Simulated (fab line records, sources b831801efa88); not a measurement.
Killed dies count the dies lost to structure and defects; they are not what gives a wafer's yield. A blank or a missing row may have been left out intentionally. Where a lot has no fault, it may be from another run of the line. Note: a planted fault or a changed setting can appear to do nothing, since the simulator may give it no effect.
Problem report in the 8D (eight disciplines) form, filled by code -- flow gf180mcu -- the parts of the form that need people (team, actions taken, sign-off) are left out

## 1. THE ISSUE
GF_TOP_METAL_SOFTBAKE_10, heaterPowerTotalW: mean 60.34 W over 1 wafer from 1 lot; wafers with no fault: 56.59 W, standard deviation 0.04. Measured from the usual mean, that is +94 standard deviations.
The step: time 60 s.
First seen on wafer L801.3, day 33 10:08, on lithoTrack-01. At this step, 38 wafers from 13 lots have a number in the record. Rule for "out", or "out of limits": more than 4 standard deviations from the usual mean. The other wafers with a number count as sound.

## 2. WHAT THIS IS AND IS NOT
question,is,is not
which readings at this step,"heaterPowerTotalW, runLengthS",-
which lots,L801,"L781, L783, L784, L785, L786, L787, L788, L789, L790, L791, L802, L804"
which wafers of those lots,L801.3,L801.2
read on which tools,lithoTrack-01,"lithoTrack-02, lithoTrack-04"
when,from day 33 10:08,"up to then (31 sound wafers); but 6 sound wafers of L802, L804 came after"

## 3. THE SUSPECTS, EACH WITH WHAT RULES IT OUT
Counting: a tool at a process step up to the reading stays a suspect if it ran every lot that is out. Sound lots after the first of them don't rule it out here, since some wafers of a struck lot are sound.
- pvdSputter-03 at GF_TOP_METAL_SPUTTER_01 (material TiN, target thk 30 nm, time 25 s): kept. It processed L801, the lot that is out, at day 33 02:14, and its most recent sound lot before then was L790 at day 30 04:37.
- lithoTrack-01 at GF_TOP_METAL_SOFTBAKE_10 (time 60 s): kept. It processed L801, the lot that is out, at day 33 10:08, and its most recent sound lot before then was L791 at day 30 20:30. On those wafers its own readings are out: heaterPowerTotalW, runLengthS.
Left after counting: pvdSputter-03 at GF_TOP_METAL_SPUTTER_01, lithoTrack-01 at GF_TOP_METAL_SOFTBAKE_10.

## 4. THE CAUSE (what the simulator had put in)
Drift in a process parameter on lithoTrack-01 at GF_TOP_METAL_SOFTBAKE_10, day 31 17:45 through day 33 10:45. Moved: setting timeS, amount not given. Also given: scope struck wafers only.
Counting leaves 2 suspects; this tool is one of them.

## 5. THE CHAIN OF EFFECTS, in route order
Each row: a reading whose mean over the struck wafers that have a number lies more than 3 standard deviations from the usual. Readings are gone through only where the record gives a usual standard deviation; hours: the median, over the lots, of the time from a lot's start at the first step in this table giving one to that lot's start at this step; sigmas: the change measured in usual standard deviations.
hours,step,reading,usual,on struck wafers,change,sigmas
0,GF_TOP_METAL_SOFTBAKE_10,heaterPowerTotalW,56.59 W,60.34,+3.75,+94
0,GF_TOP_METAL_SOFTBAKE_10,runLengthS,89.14 s,78.28,-10.86,-72
The process steps in it:
- GF_TOP_METAL_SOFTBAKE_10: time 60 s.
Later measuring or inspecting steps at which every struck wafer that the step has a row for has a number for every such reading, and none has moved that far: GF_TOP_METAL_OVL_MEAS_15.

## 6. WHAT WOULD HAVE CAUGHT IT SOONER
The fault began at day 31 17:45; the first out-of-limits reading in this record came at day 33 10:08, 40 hours later.
